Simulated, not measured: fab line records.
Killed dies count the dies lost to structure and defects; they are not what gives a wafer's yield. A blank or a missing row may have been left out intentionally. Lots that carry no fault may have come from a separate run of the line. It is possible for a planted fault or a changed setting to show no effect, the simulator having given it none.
fab line records -- flow sky130
[record] lots = 5, wafers = 15, last-day = 50
route steps=708 shown PWDE@47 NWELL@56
lots that met no fault: taken from a fault-free run of the same line
start-h: start of the lot's first displayed wafer, in hours after the record's first day -- wait-h: how many hours have passed since the lot's step before this one -- " identical to the entry in the row above -- L1.1+2: several wafers, shown together as one row -- - value missing, or start not given -- * or withheld: withheld -- < > ~ a bound
route shown NAME@n: names a module that has steps shown in the file, with the first one's number in the route -- usual: mean/standard deviation of fault-free wafers -- same: alike in all rows -- chamber/n: place in a boat -- sites: per-site readings -- _std_site: how widely they spread, as a standard deviation -- _edge_site: outer sites' mean less inner sites' -- radius-mm: how far each site lies from the wafer's centre -- mask NAME#n: copy n -- behind: the last tool/chamber to shape the wafer -- hold: reason for holding the lot/hours on hold/outcome of the hold -- device: transistor that didn't switch, given as n, p or np -- end of line: the route-end tests of the same wafers -- where a step has no rows: the recipe by itself -- killed: count of dies lost to structure and defects at first sort (not the wafer's yield) -- map: dies across one wafer; x = killed, . = not, _ = none there
set.NAME: the setting that was run; set.NAME@STEP: the one run at that earlier step -- model.NAME: the simulator's own value behind a step, which no gauge read
certain route steps with their lots: each step a table, each wafer a row
services: the hour from which a tool's chamber was out of use, counted from the record's first day as start-h (under 0 if before that day), plus the number of hours and why
[[steps]]
[step SKY_PWDE_COAT_02]
[recipe] spin-rpm = 2000, resist-thk-nm = 3000
[usual] exhaust-pa = 45.2/0.98
lot.wafer,tool,chamber,start-h,wait-h,exhaust-pa
L075.1,litho-track-04,0,65.47,0.1,44.7
L075.2,litho-track-04,0,65.47,0.1,46.0
L075.4,litho-track-04,0,65.47,0.1,45.3
L082.2,litho-track-02,0,109.35,0.1,44.1
L082.3,litho-track-02,0,109.35,0.1,44.2
L082.4,litho-track-02,0,109.35,0.1,44.8
L084.1,litho-track-02,0,111.18,0.1,46.1
L084.3,litho-track-02,0,111.18,0.1,46.0
L084.4,litho-track-02,0,111.18,0.1,45.8
L088.1,litho-track-04,0,141.27,0.1,43.7
L088.3,litho-track-04,0,141.27,0.1,43.8
L088.4,litho-track-04,0,141.27,0.1,44.0
L094.2,litho-track-01,0,175.76,0.1,44.7
L094.4,litho-track-01,0,175.76,0.1,45.6
L094.5,litho-track-01,0,175.76,0.1,45.3
[step SKY_PWDE_SOFTBAKE_03]
[recipe] temp-c = 110, time-s = withheld
[usual] exhaust-pa = 44.9/0.94
lot.wafer,tool,chamber,start-h,wait-h,exhaust-pa
L075.1,litho-track-04,0,65.62,0.1,45.3
L075.2,litho-track-04,0,65.62,0.1,44.9
L075.4,litho-track-04,0,65.62,0.1,45.0
L082.2,litho-track-02,0,109.51,0.1,45.8
L082.3,litho-track-02,0,109.51,0.1,45.8
L082.4,litho-track-02,0,109.51,0.1,46.1
L084.1,litho-track-02,0,111.33,0.1,44.7
L084.3,litho-track-02,0,111.33,0.1,44.5
L084.4,litho-track-02,0,111.33,0.1,44.3
L088.1,litho-track-04,0,141.42,0.1,43.9
L088.3,litho-track-04,0,141.42,0.1,43.8
L088.4,litho-track-04,0,141.42,0.1,44.2
L094.2,litho-track-01,0,175.91,0.1,46.1
L094.4,litho-track-01,0,175.91,0.1,43.8
L094.5,litho-track-01,0,175.91,0.1,45.5
[step SKY_PWDE_EXPOSE_04]
[recipe] mask-id = PWDEM, na = 0.6, source-shape = conventional, sigma-outer = 0.6, polarization = unpolarized, target-cd-nm = 840, dose-mj = 214
lot.wafer,tool,chamber,start-h,wait-h,mask
L075.1+2+4,iline-stepper-01,0,-,-,PWDEM#0
L082.2+3+4,iline-stepper-02,0,-,-,PWDEM#0
L084.1+3+4,iline-stepper-02,0,-,-,PWDEM#0
L088.1+3+4,iline-stepper-01,0,-,-,PWDEM#0
L094.2+4+5,iline-stepper-02,0,-,-,PWDEM#0
[step SKY_PWDE_PEB_05]
[recipe] temp-c = 115, time-s = withheld
[usual] exhaust-pa = 45.0/0.9
lot.wafer,tool,chamber,start-h,wait-h,exhaust-pa
L075.1,litho-track-04,0,-,-,46.7
L075.2,litho-track-04,0,-,-,44.9
L075.4,litho-track-04,0,-,-,43.9
L082.2,litho-track-02,0,-,-,45.5
L082.3,litho-track-02,0,-,-,45.0
L082.4,litho-track-02,0,-,-,46.6
L084.1,litho-track-04,0,-,-,46.1
L084.3,litho-track-04,0,-,-,44.5
L084.4,litho-track-04,0,-,-,45.2
L088.1,litho-track-01,0,-,-,43.7
L088.3,litho-track-01,0,-,-,44.2
L088.4,litho-track-01,0,-,-,44.7
L094.2,litho-track-02,0,-,-,46.3
L094.4,litho-track-02,0,-,-,44.5
L094.5,litho-track-02,0,-,-,46.1
[step SKY_PWDE_DEVELOP_06]
[recipe] wall-angle-deg = 90, developer = TMAH, develop-time-s = 60, dev-temp-c = 23
[usual] exhaust-pa = 44.9/0.92
lot.wafer,tool,chamber,start-h,wait-h,exhaust-pa
L075.1,litho-track-04,0,-,-,45.3
L075.2,litho-track-04,0,-,-,45.1
L075.4,litho-track-04,0,-,-,43.4
L082.2,litho-track-02,0,-,-,44.5
L082.3,litho-track-02,0,-,-,45.9
L082.4,litho-track-02,0,-,-,44.9
L084.1,litho-track-04,0,-,-,44.0
L084.3,litho-track-04,0,-,-,45.0
L084.4,litho-track-04,0,-,-,45.3
L088.1,litho-track-01,0,-,-,43.8
L088.3,litho-track-01,0,-,-,43.9
L088.4,litho-track-01,0,-,-,43.9
L094.2,litho-track-02,0,-,-,43.9
L094.4,litho-track-02,0,-,-,46.9
L094.5,litho-track-02,0,-,-,44.9
[step SKY_PWDE_OVL_MEAS_07]
[usual] PWDE_OVL = 0.2/1.6
lot.wafer,tool,chamber,start-h,wait-h,PWDE_OVL[nm]
L075.1,overlay-02,-,73.72,-,-0.6
L075.2,overlay-02,-,73.72,-,0.3
L075.4,overlay-02,-,73.72,-,-0.2
L082.2,overlay-01,-,118.63,-,0.5
L082.3,overlay-01,-,118.63,-,3.0
L082.4,overlay-01,-,118.63,-,0.5
L084.1,overlay-01,-,120.47,-,0.5
L084.3,overlay-01,-,120.47,-,1.8
L084.4,overlay-01,-,120.47,-,1.9
L088.1,overlay-02,-,151.08,-,-0.1
L088.3,overlay-02,-,151.08,-,0.2
L088.4,overlay-02,-,151.08,-,-0.1
L094.2,overlay-02,-,186.23,-,3.7
L094.4,overlay-02,-,186.23,-,1.6
L094.5,overlay-02,-,186.23,-,1.0
[step SKY_PWDE_IMPLANT_08]
[recipe] species = B, energy-kev = 150, dose-cm2 = 3.542e+12, tilt-deg = withheld
[usual] dose-ions-cm2 = 3.542e+12/3.2e+09
lot.wafer,tool,chamber,start-h,wait-h,dose-ions-cm2
L075.1,implanter-02,0,73.95,0.2,3.534e+12
L075.2,implanter-02,0,73.95,0.2,3.54e+12
L075.4,implanter-02,0,73.95,0.2,3.542e+12
L082.2,implanter-02,0,118.69,0.0,3.544e+12
L082.3,implanter-02,0,118.69,0.0,3.544e+12
L082.4,implanter-02,0,118.69,0.0,3.542e+12
L084.1,implanter-01,0,120.51,0.0,3.54e+12
L084.3,implanter-01,0,120.51,0.0,3.54e+12
L084.4,implanter-01,0,120.51,0.0,3.539e+12
L088.1,implanter-03,0,151.12,0.0,3.541e+12
L088.3,implanter-03,0,151.12,0.0,3.545e+12
L088.4,implanter-03,0,151.12,0.0,3.543e+12
L094.2,implanter-01,0,186.29,0.0,3.541e+12
L094.4,implanter-01,0,186.29,0.0,3.537e+12
L094.5,implanter-01,0,186.29,0.0,3.542e+12
[step SKY_PWDE_STRIP_09]
[recipe] chemistry = O2/N2, power-w = 1400, pressure-mtorr = 1500, platen-temp-c = withheld, o2-flow-sccm = 3000, n2-flow-sccm = 300, overash-fraction = 0.5
[usual] drypump-motor-current-A = 5.4/0.38, oes-product-au = 0.722/0.0047, strip-time-to-endpoint-s = 36.92/0.092
lot.wafer,tool,chamber,start-h,wait-h,drypump-motor-current-A,oes-product-au,rf-hours-counter-h,strip-time-to-endpoint-s
L075.1,plasma-asher-04,1,74.10,0.1,5.2,0.721,25,36.93
L075.2,plasma-asher-04,0,74.10,0.1,5.6,0.726,25,36.83
L075.4,plasma-asher-04,0,74.10,0.1,5.7,0.730,-,37.01
L082.2,plasma-asher-04,1,118.81,0.1,5.1,0.721,30,36.82
L082.3,plasma-asher-04,0,118.81,0.1,5.6,0.723,-,36.90
L082.4,plasma-asher-04,1,118.81,0.1,5.2,0.724,-,36.94
L084.1,plasma-asher-03,0,120.66,0.1,5.0,0.721,0,36.90
L084.3,plasma-asher-03,0,120.66,0.1,5.0,0.730,-,36.94
L084.4,plasma-asher-03,1,120.66,0.1,5.9,0.727,-,36.89
L088.1,plasma-asher-01,1,151.27,0.1,5.7,0.730,50,36.93
L088.3,plasma-asher-01,0,151.27,0.1,4.9,0.721,-,37.03
L088.4,plasma-asher-01,1,151.27,0.1,5.7,0.716,-,37.01
L094.2,plasma-asher-01,0,186.41,0.1,4.9,0.716,54,36.88
L094.4,plasma-asher-01,0,186.41,0.1,4.9,0.723,-,36.86
L094.5,plasma-asher-01,0,186.41,0.1,4.9,0.723,-,37.07
[step SKY_PWDE_TW_MEAS_10]
[usual] PWDE_TW = 369/3.7
lot.wafer,tool,chamber,start-h,wait-h,PWDE_TW
L075.1,film-metro-02,-,74.22,0.1,368
L075.2,film-metro-02,-,74.22,0.1,368
L075.4,film-metro-02,-,74.22,0.1,369
L082.2,film-metro-03,-,118.92,0.1,369
L082.3,film-metro-03,-,118.92,0.1,370
L082.4,film-metro-03,-,118.92,0.1,368
L084.1,film-metro-02,-,120.76,0.1,365
L084.3,film-metro-02,-,120.76,0.1,367
L084.4,film-metro-02,-,120.76,0.1,364
L088.1,film-metro-04,-,151.37,0.1,375
L088.3,film-metro-04,-,151.37,0.1,375
L088.4,film-metro-04,-,151.37,0.1,374
L094.2,film-metro-02,-,186.52,0.1,369
L094.4,film-metro-02,-,186.52,0.1,368
L094.5,film-metro-02,-,186.52,0.1,370
[step SKY_NWELL_DEHYDRATE_03]
[recipe] temp-c = 200, time-s = 60
[usual] exhaust-pa = 44.9/0.8
lot.wafer,tool,chamber,start-h,wait-h,exhaust-pa
L075.1,litho-track-01,0,80.73,6.5,44.4
L075.2,litho-track-01,0,80.73,6.5,44.3
L075.4,litho-track-01,0,80.73,6.5,44.1
L082.2,litho-track-03,0,128.19,9.3,44.6
L082.3,litho-track-03,0,128.19,9.3,45.0
L082.4,litho-track-03,0,128.19,9.3,44.1
L084.1,litho-track-01,0,129.73,9.0,44.5
L084.3,litho-track-01,0,129.73,9.0,44.2
L084.4,litho-track-01,0,129.73,9.0,44.1
L088.1,litho-track-01,0,160.88,9.5,46.3
L088.3,litho-track-01,0,160.88,9.5,45.6
L088.4,litho-track-01,0,160.88,9.5,46.0
L094.2,litho-track-03,0,197.39,10.9,46.7
L094.4,litho-track-03,0,197.39,10.9,45.4
L094.5,litho-track-03,0,197.39,10.9,45.8
[step SKY_NWELL_HMDS_04]
[recipe] prime-time-s = 60, prime-temp-c = 120
[usual] exhaust-pa = 45.0/1.1
lot.wafer,tool,chamber,start-h,wait-h,exhaust-pa
L075.1,litho-track-01,0,80.88,0.1,45.4
L075.2,litho-track-01,0,80.88,0.1,44.2
L075.4,litho-track-01,0,80.88,0.1,46.0
L082.2,litho-track-03,0,128.34,0.1,45.8
L082.3,litho-track-03,0,128.34,0.1,46.1
L082.4,litho-track-03,0,128.34,0.1,45.1
L084.1,litho-track-01,0,129.88,0.1,46.2
L084.3,litho-track-01,0,129.88,0.1,45.2
L084.4,litho-track-01,0,129.88,0.1,46.2
L088.1,litho-track-01,0,161.03,0.1,45.7
L088.3,litho-track-01,0,161.03,0.1,46.1
L088.4,litho-track-01,0,161.03,0.1,44.1
L094.2,litho-track-03,0,197.54,0.1,45.3
L094.4,litho-track-03,0,197.54,0.1,45.6
L094.5,litho-track-03,0,197.54,0.1,45.3
[[services]]
tool,chamber,start-h,hours,kind
implanter-01,-,70.60,9.3,repair
iline-stepper-02,0,70.67,-,calibration
implanter-02,-,90.52,2.1,repair
implanter-02,-,94.59,4.7,pm
plasma-asher-03,-,108.75,9.0,pm
plasma-asher-03,0,108.75,9.0,vent-cycle
plasma-asher-03,1,108.75,9.0,vent-cycle
plasma-asher-03,0,117.75,-,clean
plasma-asher-03,1,117.75,-,clean
implanter-01,-,131.17,3.9,pm
plasma-asher-04,-,131.74,15.6,pm
implanter-01,-,135.02,5.0,pm
implanter-03,-,140.01,2.8,repair
implanter-01,-,146.60,5.7,repair
iline-stepper-01,-,154.89,2.4,repair
implanter-03,-,155.75,10.2,pm
implanter-03,-,172.86,2.8,repair
iline-stepper-01,-,183.85,2.1,pm
plasma-asher-04,-,185.71,7.7,repair
iline-stepper-01,-,185.93,-,consumable-replace:lamp
plasma-asher-04,-,192.23,6.0,repair
[[key]]
fault none
